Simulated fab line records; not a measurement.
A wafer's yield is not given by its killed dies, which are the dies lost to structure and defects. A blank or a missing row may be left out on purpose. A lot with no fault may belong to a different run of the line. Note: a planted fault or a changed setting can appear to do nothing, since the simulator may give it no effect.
Matching of chambers + flow gf180mcu + GF_V1_ETCH_16 on rieDiel-03 has 4 sister chambers
The step etches BARC in N2/H2. 4 wafers are shown with their chamber, then 7 later ones without.

WAFERS PAIRED WITH THEIR CHAMBERS
| wafer  | chamber | n2FlowSccm (sccm) |
|--------|---------|-------------------|
| L367.2 | 2       | 100.5             |
| L367.3 | 0       | 99.6              |
| L380.3 | 1       | 100.0             |
| L380.4 | 3       | 100.5             |

WAFERS MISSING THEIR CHAMBER
| wafer  | n2FlowSccm (sccm) |
|--------|-------------------|
| L380.5 | 100.0             |
| L381.3 | 100.2             |
| L381.4 | 100.1             |
| L381.6 | 99.8              |
| L383.2 | 100.0             |
| L383.4 | 99.9              |
| L383.6 | 99.8              |

CHAMBER TAKEN BY EACH
| wafer  | from the rows above          | in truth                   |
|--------|------------------------------|----------------------------|
| L380.5 | 1                            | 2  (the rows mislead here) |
| L381.3 | can't be placed: 1 or 2 or 3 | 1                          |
| L381.4 | 1                            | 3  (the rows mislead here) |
| L381.6 | can't be placed: 0 or 1      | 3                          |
| L383.2 | 1                            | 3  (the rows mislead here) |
| L383.4 | can't be placed: 1 or 0      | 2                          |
| L383.6 | can't be placed: 0 or 1      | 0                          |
Placed correctly: 0 of 7. Can't be placed from these rows: 4 (the true chamber is among the candidates in 2). 3 placed wrongly.
How it was worked out, from the rows above alone: a wafer's distance from a chamber is the root of the sum, over the readings, of the square of ((its reading less the chamber's mean) divided by the reading's scatter). The wafer belongs to the nearest chamber; if the next one is less than 2 further off, it can't be placed. The mean given for a chamber averages the wafers shown for that chamber. The scatter: with one shown wafer a chamber, the root of the mean of the squares of how far each hidden wafer lies from its nearest shown one.
